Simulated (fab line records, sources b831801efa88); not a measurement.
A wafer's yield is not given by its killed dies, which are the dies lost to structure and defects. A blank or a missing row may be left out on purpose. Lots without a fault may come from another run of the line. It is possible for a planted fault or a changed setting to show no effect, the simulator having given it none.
fab line records | flow sky130
[record] lots = 14 wafers = 42 lastDay = 50
route steps=708 shown FIELD_ISO@24 SONOS_ONO@181 GATE_OXIDE@199 LDD_LDN@302 PAD_OPEN@708
lots with no fault: from the same line, run without faults
startH: start of the lot's first displayed wafer, in hours after the record's first day | waitH: hours from the lot's prior step to this one | " identical to the entry in the row above | L1.1+2: several wafers, shown together as one row | - no value, or no start given | * or withheld: withheld | < > ~ a bound
route shown NAME@n: a module of which the file shows steps, and the number in the route of the first | usual: mean/standard deviation of fault-free wafers | same: alike in all rows | chamber/n: place in a boat | sites: readings site by site | _std_site: how widely they spread, as a standard deviation | _edge_site: the outer-site mean with the inner-site mean subtracted | radiusMm: for every site, how far away it sits from the centre of the wafer | mask NAME#n: copy n | behind: tool/chamber where the wafer was last shaped | hold: why the lot was held/for how many hours/how that ended | device: the transistor (n, p or np) that didn't switch | end of line: tests run on the same wafers once the route is complete | for a step that has no rows: nothing shown but its recipe | killed: at the first sort, the dies lost to defects and structure; wafer yield is something else | map: per-die view of a wafer (x killed, . not killed, _ where there is no die)
set.NAME: the setting as run; set.NAME@STEP: as run at that earlier step | model.NAME: the simulator's own value behind a step, which no gauge read
steps of the route over a sample of lots; a table a step, a row a wafer
services: the hour from which a tool's chamber was out of use, counted from the record's first day as startH (under 0 if before that day), plus the number of hours and why
[[steps]]
[step SKY_FIELD_ISO_THK_MEAS_23]
[recipe] reads = SiO2_of_FIELD_ISO_OXIDATION_22
[usual] FIELD_ISO_OXIDATION_01_THK = 9.91/0.18
// columns lot.wafer tool chamber startH waitH FIELD_ISO_OXIDATION_01_THK[nm]
L656.1 filmMetro-01 - 30.41 0.0 10.05
L656.4 " - " " 9.86
L656.5 " - " " 10.03
L657.3 filmMetro-03 - 36.15 0.0 9.79
L657.4 " - " " 9.97
L657.6 " - " " 9.70
L658.1 filmMetro-04 - 42.22 0.0 9.66
L658.5 " - " " 9.80
L658.6 " - " " 9.72
L660.2 filmMetro-01 - 52.87 0.0 9.80
L660.3 " - " " 9.81
L660.5 " - " " 9.75
L661.2 filmMetro-01 - 57.81 0.0 9.74
L661.3 " - " " 9.84
L661.5 " - " " 9.97
L662.2 filmMetro-01 - 65.76 0.0 10.20
L662.3 " - " " 10.06
L662.6 " - " " 10.17
L664.2 filmMetro-03 - 75.50 0.0 10.16
L664.3 " - " " 10.01
L664.5 " - " " 10.08
L666.1 filmMetro-03 - 87.10 0.0 9.88
L666.3 " - " " 9.72
L666.5 " - " " 9.75
L670.1 filmMetro-01 - 107.26 0.0 10.07
L670.2 " - " " 9.96
L670.3 " - " " 9.96
L672.2 filmMetro-01 - 116.51 0.0 9.81
L672.4 " - " " 9.98
L672.5 " - " " 9.65
L674.3 filmMetro-03 - 127.19 0.0 9.95
L674.4 " - " " 9.96
L674.6 " - " " 9.82
L677.1 filmMetro-01 - 140.01 0.0 9.91
L677.3 " - " " 10.17
L677.5 " - " " 10.03
L678.2 filmMetro-03 - 146.84 0.0 9.72
L678.3 " - " " 9.84
L678.6 " - " " 9.80
L679.2 filmMetro-04 - 150.11 0.0 9.54
L679.3 " - " " 9.58
L679.5 " - " " 9.63
[step SKY_SONOS_ONO_CD_MEAS_13]
[recipe] targetCdNm = 410
[usual] cdNm = 409.5/1.9
// columns lot.wafer tool chamber startH waitH cdNm
L656.1 cdSem-01 - 276.94 0.1 412.4
L656.4 " - " " 412.9
L656.5 " - " " 411.0
L657.3 cdSem-02 - 282.85 0.1 410.3
L657.4 " - " " 409.7
L657.6 " - " " 410.4
L658.1 cdSem-02 - 293.89 0.1 410.7
L658.5 " - " " 410.7
L658.6 " - " " 410.2
L660.2 cdSem-02 - 303.13 0.1 410.8
L660.3 " - " " 411.4
L660.5 " - " " 412.6
L661.2 cdSem-02 - 326.48 0.1 410.2
L661.3 " - " " 412.0
L661.5 " - " " 412.4
L662.2 cdSem-01 - 334.03 0.1 406.2
L662.3 " - " " 406.3
L662.6 " - " " 404.4
L664.2 cdSem-01 - 348.56 0.1 409.7
L664.3 " - " " 411.3
L664.5 " - " " 409.3
L666.1 cdSem-02 - 369.96 0.1 408.4
L666.3 " - " " 409.9
L666.5 " - " " 408.1
L670.1 cdSem-02 - 395.74 0.1 406.7
L670.2 " - " " 407.3
L670.3 " - " " 407.7
L672.2 cdSem-02 - 410.63 0.1 412.7
L672.4 " - " " 415.1
L672.5 " - " " 411.4
L674.3 cdSem-02 - 429.28 0.1 410.1
L674.4 " - " " 411.4
L674.6 " - " " 408.8
L677.1 cdSem-01 - 453.89 0.1 408.1
L677.3 " - " " 408.7
L677.5 " - " " 409.4
L678.2 cdSem-01 - 459.63 0.1 411.0
L678.3 " - " " 409.5
L678.6 " - " " 409.7
L679.2 cdSem-02 - 470.18 0.1 409.3
L679.3 " - " " 405.8
L679.5 " - " " 406.4
[step SKY_GATE_OXIDE_WET_ETCH_12]
[recipe] chemistry = dHF targetDepthNm = 16.8 dry = n2Spin target = SiO2 dilution = 100:1 tempC = 25 timeS = 336
[usual] bathHeatDutyPct = 6.0/0.72 runLengthS = 364/4.1
// columns lot.wafer tool chamber startH waitH bathHeatDutyPct runLengthS
L656.1 wetBench-04 2 304.56 0.1 5.6 371
L656.4 " 2 " " 6.5 371
L656.5 " 2 " " 5.7 371
L657.3 wetBench-04 3 309.82 0.1 6.0 368
L657.4 " 3 " " 5.7 368
L657.6 " 3 " " 5.5 368
L658.1 wetBench-04 2 323.54 0.1 5.7 371
L658.5 " 2 " " 6.0 371
L658.6 " 2 " " 5.9 371
L660.2 wetBench-03 0 333.59 0.1 6.5 364
L660.3 " 0 " " 6.4 364
L660.5 " 0 " " 5.8 364
L661.2 wetBench-03 1 355.52 0.1 5.3 370
L661.3 " 1 " " 6.1 370
L661.5 " 1 " " 5.6 370
L662.2 wetBench-03 0 363.61 0.1 6.8 363
L662.3 " 0 " " 5.8 363
L662.6 " 0 " " 5.1 363
L664.2 wetBench-04 2 379.77 0.1 6.3 363
L664.3 " 2 " " 5.6 363
L664.5 " 2 " " 6.2 363
L666.1 wetBench-03 3 401.07 0.1 7.2 360
L666.3 " 3 " " 6.9 360
L666.5 " 3 " " 8.3 360
L670.1 wetBench-01 1 429.04 0.1 6.2 362
L670.2 " 1 " " 5.6 362
L670.3 " 1 " " 5.1 362
L672.2 wetBench-01 3 444.12 0.1 7.2 362
L672.4 " 3 " " 6.3 362
L672.5 " 3 " " 6.4 362
L674.3 wetBench-04 2 462.05 0.1 6.2 371
L674.4 " 2 " " 5.8 371
L674.6 " 2 " " 6.4 371
L677.1 wetBench-01 2 487.87 0.1 - -
L677.3 " 2 " " - -
L677.5 " 2 " " - -
L678.2 wetBench-04 3 492.87 0.1 - -
L678.3 " 3 " " - -
L678.6 " 3 " " - -
L679.2 wetBench-04 2 503.34 0.1 - -
L679.3 " 2 " " - -
L679.5 " 2 " " - -
[step SKY_LDD_LDN_TW_MEAS_13]
[usual] LDD_LDN_TW = 1476/9
// columns lot.wafer tool chamber startH waitH LDD_LDN_TW
L656.1 filmMetro-04 - 523.27 0.1 1475
L656.4 " - " " 1468
L656.5 " - " " 1466
L657.3 filmMetro-01 - 526.99 0.1 1485
L657.4 " - " " 1475
L657.6 " - " " 1488
L658.1 filmMetro-04 - 540.59 0.1 1468
L658.5 " - " " 1459
L658.6 " - " " 1466
L660.2 filmMetro-01 - 553.16 0.1 1498
L660.3 " - " " 1496
L660.5 " - " " 1493
L661.2 filmMetro-03 - 578.47 0.1 1477
L661.3 " - " " 1476
L661.5 " - " " 1476
L662.2 filmMetro-01 - 587.98 0.1 1476
L662.3 " - " " 1472
L662.6 " - " " 1469
L664.2 filmMetro-01 - 601.55 0.1 1482
L664.3 " - " " 1483
L664.5 " - " " 1478
L666.1 filmMetro-01 - 623.25 0.1 1481
L666.3 " - " " 1478
L666.5 " - " " 1477
L670.1 filmMetro-04 - 650.42 0.1 1472
L670.2 " - " " 1471
L670.3 " - " " 1471
L672.2 filmMetro-03 - 664.46 0.1 1473
L672.4 " - " " 1474
L672.5 " - " " 1462
L674.3 filmMetro-03 - 678.74 0.1 1468
L674.4 " - " " 1460
L674.6 " - " " 1465
[step SKY_PAD_OPEN_PROBE_99]
[usual] killed_at_M0_to_M3 = 42/6.9 killed_at_M4_up = 3.2/1.7 killedAtContacts = 23/5.5 killedAtFrontEnd = 16/4 killedAtOther = 0.4/0.55 killedDies = 85/9.2 killedOnRim = 16/3.5 killedOpen = 46/6.8 killedShort = 38/6.2
[same] grossDies = 492 killedAtBackSide = 0
// columns lot.wafer tool chamber startH waitH hold killed_at_M0_to_M3 killed_at_M4_up killedAtContacts killedAtFrontEnd killedAtOther killedDies killedOnRim killedOpen killedShort
L656.1 prober-02 - 1071.28 0.1 - 33 6 19 13 0 71 13 35 36
L656.4 prober-02 - 1071.43 0.2 - 36 2 27 7 0 72 12 40 32
L656.5 prober-02 - 1071.48 0.2 - 37 3 28 14 0 82 12 49 33
L657.3 prober-01 - 1071.91 0.2 - 48 4 32 22 0 106 17 53 53
L657.4 prober-01 - 1071.96 0.2 - 50 2 25 17 0 94 20 42 52
L657.6 prober-01 - 1072.06 0.2 - 49 6 25 9 0 89 14 51 38
L658.1 prober-02 - 1083.38 0.1 - 34 2 18 9 0 63 12 32 31
L658.5 prober-02 - 1083.58 0.2 - 44 4 25 18 1 92 16 46 45
L658.6 prober-02 - 1083.63 0.2 - 30 3 19 16 2 70 15 36 34
L660.2 prober-02 - 1092.68 0.1 - 53 2 27 16 0 98 22 52 46
L660.3 prober-02 - 1092.73 0.2 - 40 2 29 13 0 84 16 45 39
L660.5 prober-02 - 1092.83 0.2 - 41 4 19 10 1 75 16 40 35
L661.2 prober-01 - 1112.23 0.1 - 40 4 28 13 1 86 16 39 46
L661.3 prober-01 - 1112.28 0.2 - 33 3 20 21 0 77 17 46 31
L661.5 prober-01 - 1112.38 0.2 - 39 7 27 17 1 91 15 47 43
L662.2 prober-02 - 1113.23 0.1 - 43 1 15 21 1 81 15 42 38
L662.3 prober-02 - 1113.28 0.2 - 43 2 27 21 0 93 14 42 50
L662.6 prober-02 - 1113.43 0.2 - 35 3 25 21 1 85 18 53 32
L664.2 prober-01 - 1129.22 0.1 - 50 1 20 11 0 82 17 48 34
L664.3 prober-01 - 1129.27 0.2 - 37 4 22 19 0 82 15 38 44
L664.5 prober-01 - 1129.37 0.2 - 32 1 14 16 1 64 12 43 21
L666.1 prober-01 - 1142.73 0.1 - 33 3 24 20 1 81 18 38 43
L666.3 prober-01 - 1142.83 0.2 - 37 4 28 11 0 80 11 53 27
L666.5 prober-01 - 1142.93 0.2 - 46 1 28 23 0 98 26 54 44
L670.1 prober-02 - 1156.03 0.1 - 45 2 20 17 1 85 15 46 39
L670.2 prober-02 - 1156.08 0.1 - 55 3 36 19 0 113 22 55 58
L670.3 prober-02 - 1156.13 0.2 - 45 3 21 19 0 88 18 41 45
L672.2 prober-02 - 1171.16 0.1 - 42 7 22 8 1 80 16 44 34
L672.4 prober-02 - 1171.26 0.2 - 43 5 27 19 0 94 18 54 39
L672.5 prober-02 - 1171.31 0.2 - 46 2 27 15 0 90 25 54 35
L674.3 prober-02 - 1176.58 0.2 - 38 3 32 17 0 90 17 51 38
L674.4 prober-02 - 1176.63 0.2 - 46 2 26 15 0 89 15 49 40
L674.6 prober-02 - 1176.73 0.2 - 47 3 18 12 0 80 15 54 26
L677.1 prober-01 - 1190.13 0.1 awaitDispo/3.3h/scrap 37 4 19 432 0 492 96 42 27
L677.3 prober-01 - 1190.23 0.2 awaitDispo/3.3h/scrap 43 1 22 426 0 492 96 43 43
L677.5 prober-01 - 1190.33 0.2 awaitDispo/3.3h/scrap 45 6 18 422 1 492 96 54 31
L678.2 prober-02 - 1191.93 0.1 awaitDispo/2.8h/scrap 43 7 24 417 1 492 96 50 39
L678.3 prober-02 - 1191.98 0.2 awaitDispo/2.8h/scrap 42 2 21 426 1 492 96 47 40
L678.6 prober-02 - 1192.13 0.2 awaitDispo/2.8h/scrap 28 1 20 441 2 492 96 36 30
L679.2 prober-01 - 1200.71 0.1 awaitDispo/3.1h/scrap 39 4 13 436 0 492 96 38 35
L679.3 prober-01 - 1200.76 0.2 awaitDispo/3.1h/scrap 48 3 20 420 1 492 96 47 38
L679.5 prober-01 - 1200.86 0.2 awaitDispo/3.1h/scrap 39 7 24 420 2 492 96 41 45
// killed by level:class
L656.1 VIA1:geometricParticle:open=10 CONTACT:geometricParticle:open=7 METAL4:geometricParticle:short=6 VIA3:geometricParticle:open=4 FIELD_ISO:geometricParticle:open=3 VIA2:geometricParticle:short=3 POLY_GATE:geometricParticle:short=3 LI_CONTACT:geometricParticle:open=3
L656.4 CONTACT:geometricParticle:open=9 VIA1:geometricParticle:open=8 LI_CONTACT:geometricParticle:open=6 METAL2:geometricParticle:short=6 VIA3:geometricParticle:open=6 METAL1:geometricParticle:short=5 LOCAL_INTERCONNECT:geometricParticle:short=5 VIA2:geometricParticle:open=5
L656.5 LI_CONTACT:geometricParticle:open=9 VIA2:geometricParticle:open=9 VIA3:geometricParticle:open=9 LOCAL_INTERCONNECT:geometricParticle:short=7 CONTACT:geometricParticle:open=6 VIA1:geometricParticle:open=6 POLY_GATE:geometricParticle:short=4 VIA1:geometricParticle:short=4
L657.3 VIA1:geometricParticle:short=12 LI_CONTACT:geometricParticle:open=11 CONTACT:geometricParticle:open=10 VIA1:geometricParticle:open=9 FIELD_ISO:geometricParticle:short=8 VIA3:geometricParticle:open=7 VIA2:geometricParticle:open=6 POLY_GATE:geometricParticle:short=5
L657.4 VIA1:geometricParticle:open=12 METAL1:geometricParticle:short=9 METAL2:geometricParticle:short=8 LOCAL_INTERCONNECT:geometricParticle:short=6 VIA2:geometricParticle:open=6 POLY_GATE:geometricParticle:short=5 LI_CONTACT:geometricParticle:short=5 CONTACT:geometricParticle:short=5
L657.6 VIA1:geometricParticle:open=13 VIA2:geometricParticle:open=11 CONTACT:geometricParticle:open=9 CONTACT:geometricParticle:short=5 LI_CONTACT:geometricParticle:open=4 VIA1:geometricParticle:short=4 LOCAL_INTERCONNECT:geometricParticle:short=4 METAL4:geometricParticle:short=4
L658.1 CONTACT:geometricParticle:open=9 VIA2:geometricParticle:open=7 VIA1:geometricParticle:open=5 LOCAL_INTERCONNECT:geometricParticle:short=4 METAL2:geometricParticle:short=4 VIA3:geometricParticle:open=4 FIELD_ISO:geometricParticle:short=3 CONTACT:geometricParticle:short=3
L658.5 LI_CONTACT:geometricParticle:open=9 VIA1:geometricParticle:open=8 METAL1:geometricParticle:short=7 CONTACT:geometricParticle:open=6 VIA2:geometricParticle:open=6 VIA1:geometricParticle:short=5 METAL2:geometricParticle:short=5 VIA3:geometricParticle:open=5
L658.6 CONTACT:geometricParticle:open=8 VIA1:geometricParticle:open=6 LI_CONTACT:geometricParticle:open=5 VIA2:geometricParticle:open=5 FIELD_ISO:geometricParticle:short=4 POLY_GATE:geometricParticle:short=4 METAL1:geometricParticle:short=4 METAL3:geometricParticle:short=4
L660.2 VIA1:geometricParticle:open=15 CONTACT:geometricParticle:short=8 METAL1:geometricParticle:short=7 CONTACT:geometricParticle:open=6 VIA3:geometricParticle:open=6 LOCAL_INTERCONNECT:geometricParticle:short=5 METAL2:geometricParticle:short=5 VIA2:geometricParticle:open=5
L660.3 LI_CONTACT:geometricParticle:open=10 CONTACT:geometricParticle:open=9 VIA1:geometricParticle:open=8 VIA2:geometricParticle:open=8 FIELD_ISO:geometricParticle:short=5 METAL1:geometricParticle:short=5 POLY_GATE:geometricParticle:short=4 LOCAL_INTERCONNECT:geometricParticle:short=4
L660.5 CONTACT:geometricParticle:open=10 VIA1:geometricParticle:open=8 VIA3:geometricParticle:open=6 METAL1:geometricParticle:short=5 VIA2:geometricParticle:short=5 VIA3:geometricParticle:short=5 VIA2:geometricParticle:open=4 POLY_GATE:geometricParticle:short=3
L661.2 LI_CONTACT:geometricParticle:open=10 CONTACT:geometricParticle:short=9 CONTACT:geometricParticle:open=8 VIA2:geometricParticle:short=7 METAL1:geometricParticle:short=6 VIA2:geometricParticle:open=6 POLY_GATE:geometricParticle:short=5 VIA1:geometricParticle:short=5
L661.3 VIA1:geometricParticle:open=10 LI_CONTACT:geometricParticle:open=9 CONTACT:geometricParticle:open=7 POLY_GATE:geometricParticle:short=6 METAL2:geometricParticle:short=6 POLY_GATE:geometricParticle:open=5 VIA2:geometricParticle:open=5 FIELD_ISO:geometricParticle:short=4
L661.5 LI_CONTACT:geometricParticle:open=7 VIA3:geometricParticle:open=7 METAL1:geometricParticle:short=6 CONTACT:geometricParticle:open=6 VIA1:geometricParticle:open=6 METAL2:geometricParticle:short=6 FIELD_ISO:geometricParticle:open=5 LI_CONTACT:geometricParticle:short=5
L662.2 VIA2:geometricParticle:open=10 FIELD_ISO:geometricParticle:open=7 CONTACT:geometricParticle:open=7 VIA1:geometricParticle:open=7 METAL1:geometricParticle:short=7 FIELD_ISO:geometricParticle:short=6 VIA1:geometricParticle:short=5 METAL2:geometricParticle:short=4
L662.3 METAL1:geometricParticle:short=8 POLY_GATE:geometricParticle:short=7 LI_CONTACT:geometricParticle:open=7 VIA2:geometricParticle:open=7 VIA1:geometricParticle:open=7 VIA3:geometricParticle:short=7 LOCAL_INTERCONNECT:geometricParticle:short=6 CONTACT:geometricParticle:open=6
L662.6 CONTACT:geometricParticle:open=13 FIELD_ISO:geometricParticle:short=7 LI_CONTACT:geometricParticle:open=6 FIELD_ISO:geometricParticle:open=5 VIA1:geometricParticle:open=5 VIA3:geometricParticle:open=5 POLY_GATE:geometricParticle:short=4 VIA1:geometricParticle:short=4
L664.2 VIA2:geometricParticle:open=12 VIA1:geometricParticle:open=10 CONTACT:geometricParticle:open=8 METAL1:geometricParticle:short=7 VIA2:geometricParticle:short=6 CONTACT:geometricParticle:short=5 VIA3:geometricParticle:open=4 POLY_GATE:geometricParticle:open=4
L664.3 VIA2:geometricParticle:open=8 POLY_GATE:geometricParticle:short=6 CONTACT:geometricParticle:open=6 POLY_GATE:geometricParticle:open=5 CONTACT:geometricParticle:short=5 VIA1:geometricParticle:open=5 LOCAL_INTERCONNECT:geometricParticle:short=4 VIA2:geometricParticle:short=4
L664.5 VIA1:geometricParticle:open=9 VIA3:geometricParticle:open=8 LI_CONTACT:geometricParticle:open=7 CONTACT:geometricParticle:open=5 VIA2:geometricParticle:open=5 FIELD_ISO:geometricParticle:short=3 POLY_GATE:geometricParticle:short=3 POLY_GATE:geometricParticle:open=3
L666.1 CONTACT:geometricParticle:open=10 VIA1:geometricParticle:open=9 METAL1:geometricParticle:short=7 POLY_GATE:geometricParticle:short=5 LI_CONTACT:geometricParticle:short=5 METAL3:geometricParticle:short=5 FIELD_ISO:geometricParticle:short=4 SPACER:geometricParticle:open=4
L666.3 CONTACT:geometricParticle:open=12 VIA1:geometricParticle:open=11 VIA3:geometricParticle:open=7 LI_CONTACT:geometricParticle:open=6 VIA2:geometricParticle:open=6 POLY_GATE:geometricParticle:open=4 CONTACT:geometricParticle:short=4 METAL4:geometricParticle:short=4
L666.5 VIA1:geometricParticle:open=12 CONTACT:geometricParticle:open=10 FIELD_ISO:geometricParticle:short=7 VIA3:geometricParticle:open=7 POLY_GATE:geometricParticle:open=7 LI_CONTACT:geometricParticle:open=6 CONTACT:geometricParticle:short=6 VIA1:geometricParticle:short=6
L670.1 VIA1:geometricParticle:open=9 CONTACT:geometricParticle:open=9 VIA3:geometricParticle:open=8 VIA2:geometricParticle:open=7 FIELD_ISO:geometricParticle:open=6 METAL1:geometricParticle:short=6 FIELD_ISO:geometricParticle:short=5 LOCAL_INTERCONNECT:geometricParticle:short=5
L670.2 CONTACT:geometricParticle:open=16 VIA1:geometricParticle:open=11 VIA1:geometricParticle:short=11 FIELD_ISO:geometricParticle:short=8 CONTACT:geometricParticle:short=7 VIA2:geometricParticle:open=7 LOCAL_INTERCONNECT:geometricParticle:short=6 VIA2:geometricParticle:short=5
L670.3 METAL1:geometricParticle:short=15 LI_CONTACT:geometricParticle:open=9 VIA1:geometricParticle:open=8 VIA3:geometricParticle:open=6 FIELD_ISO:geometricParticle:short=5 POLY_GATE:geometricParticle:short=4 POLY_GATE:geometricParticle:open=4 METAL2:geometricParticle:short=4
L672.2 VIA1:geometricParticle:open=14 LI_CONTACT:geometricParticle:open=7 CONTACT:geometricParticle:open=7 VIA2:geometricParticle:open=6 VIA1:geometricParticle:short=5 CONTACT:geometricParticle:short=4 METAL2:geometricParticle:short=4 VIA3:geometricParticle:open=4
L672.4 VIA1:geometricParticle:open=13 CONTACT:geometricParticle:open=10 VIA2:geometricParticle:open=8 LI_CONTACT:geometricParticle:open=6 FIELD_ISO:geometricParticle:open=5 POLY_GATE:geometricParticle:short=5 CONTACT:geometricParticle:short=5 FIELD_ISO:geometricParticle:short=4
L672.5 VIA1:geometricParticle:open=12 VIA3:geometricParticle:open=11 LI_CONTACT:geometricParticle:open=11 LOCAL_INTERCONNECT:geometricParticle:short=5 CONTACT:geometricParticle:open=5 VIA1:geometricParticle:short=5 FIELD_ISO:geometricParticle:short=4 LI_CONTACT:geometricParticle:short=4
L674.3 VIA1:geometricParticle:open=12 CONTACT:geometricParticle:open=12 LI_CONTACT:geometricParticle:open=5 CONTACT:geometricParticle:short=5 VIA2:geometricParticle:open=5 FIELD_ISO:geometricParticle:short=4 POLY_GATE:geometricParticle:open=4 LOCAL_INTERCONNECT:geometricParticle:short=4
L674.4 CONTACT:geometricParticle:open=11 VIA1:geometricParticle:open=10 FIELD_ISO:geometricParticle:open=8 VIA3:geometricParticle:open=8 CONTACT:geometricParticle:short=6 VIA1:geometricParticle:short=6 POLY_GATE:geometricParticle:short=5 METAL3:geometricParticle:short=5
L674.6 VIA1:geometricParticle:open=19 CONTACT:geometricParticle:open=8 VIA2:geometricParticle:open=8 FIELD_ISO:geometricParticle:short=7 METAL2:geometricParticle:short=6 LI_CONTACT:geometricParticle:open=5 VIA3:geometricParticle:open=4 METAL1:geometricParticle:short=3
L677.1 GATE_OXIDE:areaEtch=423 VIA1:geometricParticle:open=14 CONTACT:geometricParticle:open=6 LOCAL_INTERCONNECT:geometricParticle:short=5 CONTACT:geometricParticle:short=4 METAL1:geometricParticle:short=4 METAL2:geometricParticle:short=4 FIELD_ISO:geometricParticle:open=3
L677.3 GATE_OXIDE:areaEtch=406 VIA1:geometricParticle:open=15 VIA1:geometricParticle:short=7 METAL2:geometricParticle:short=7 POLY_GATE:geometricParticle:short=6 LI_CONTACT:geometricParticle:open=6 CONTACT:geometricParticle:open=5 FIELD_ISO:geometricParticle:open=4
L677.5 GATE_OXIDE:areaEtch=406 VIA1:geometricParticle:open=14 VIA2:geometricParticle:open=8 CONTACT:geometricParticle:open=7 LI_CONTACT:geometricParticle:open=6 METAL1:geometricParticle:short=6 VIA3:geometricParticle:open=5 VIA3:geometricParticle:short=4
L678.2 GATE_OXIDE:areaEtch=403 VIA1:geometricParticle:open=15 CONTACT:geometricParticle:open=9 LI_CONTACT:geometricParticle:open=8 FIELD_ISO:geometricParticle:short=6 METAL4:geometricParticle:short=6 VIA1:geometricParticle:short=6 VIA2:geometricParticle:open=6
L678.3 GATE_OXIDE:areaEtch=405 LI_CONTACT:geometricParticle:open=10 VIA1:geometricParticle:open=7 VIA2:geometricParticle:open=7 VIA3:geometricParticle:short=6 VIA3:geometricParticle:open=6 POLY_CUT:geometricParticle:open=5 CONTACT:geometricParticle:open=5
L678.6 GATE_OXIDE:areaEtch=426 LI_CONTACT:geometricParticle:open=9 CONTACT:geometricParticle:open=7 VIA1:geometricParticle:open=5 METAL2:geometricParticle:short=5 VIA3:geometricParticle:open=4 FIELD_ISO:geometricParticle:short=3 POLY_CUT:geometricParticle:short=3
L679.2 GATE_OXIDE:areaEtch=419 VIA1:geometricParticle:open=10 LI_CONTACT:geometricParticle:open=7 VIA2:geometricParticle:open=7 POLY_GATE:geometricParticle:short=5 POLY_GATE:geometricParticle:open=5 FIELD_ISO:geometricParticle:short=4 METAL1:geometricParticle:short=4
L679.3 GATE_OXIDE:areaEtch=405 VIA1:geometricParticle:open=9 CONTACT:geometricParticle:open=9 VIA2:geometricParticle:open=8 VIA3:geometricParticle:open=6 LI_CONTACT:geometricParticle:open=5 METAL2:geometricParticle:short=5 METAL1:geometricParticle:short=4
L679.5 GATE_OXIDE:areaEtch=402 VIA1:geometricParticle:open=11 VIA1:geometricParticle:short=8 CONTACT:geometricParticle:short=7 CONTACT:geometricParticle:open=7 METAL4:geometricParticle:short=7 POLY_GATE:geometricParticle:open=6 LI_CONTACT:geometricParticle:open=6
[[services]]
// columns tool chamber startH hours kind
wetBench-01 - 315.85 3.9 repair
wetBench-03 - 374.61 2.5 repair
wetBench-01 - 397.78 1.9 pm
[[key]]
[firstSign] step = SKY_GATE_OXIDE_WET_ETCH_12 reading = toolRecord direction = missing
[effect] step = SKY_PAD_OPEN_PROBE_99 reading = killedAtFrontEnd direction = up sigmas = 99+ usual = 16 struck = 427
[moreKillsBornAt] SKY_GATE_OXIDE_WET_ETCH_12@wetBench-04 = 2460 SKY_GATE_OXIDE_WET_ETCH_12@wetBench-01 = 1235
metAt SKY_GATE_OXIDE_WET_ETCH_12
struckLots L677,L678,L679
laterRowsLeftOut L677.1,L677.3,L677.5,L678.2,L678.3,L678.6,L679.2,L679.3,L679.5
testerLeftOut L677,L678,L679
notActingAt SKY_FIELD_ISO_THK_MEAS_23,SKY_SONOS_ONO_CD_MEAS_13,SKY_LDD_LDN_TW_MEAS_13
onsetBetween 462.05 487.87
[fault] kind = skippedStepWhole tool = wetBench-01,wetBench-04 chamber = - onsetH = 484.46 steps = SKY_GATE_OXIDE_WET_ETCH_12 scope = struckLotsOnly
// testerLeftOut: of these lots the tester's yield and bins aren't shown, on N5 and GAA mostly nor the transistor test; their killed dies are dies lost to structure and defects alone, not to doping, threshold or leakage, so they don't give the yield
// laterRowsLeftOut: the simulator's readings of these wafers behind a module that went badly wrong aren't trusted and aren't shown, but for the sort
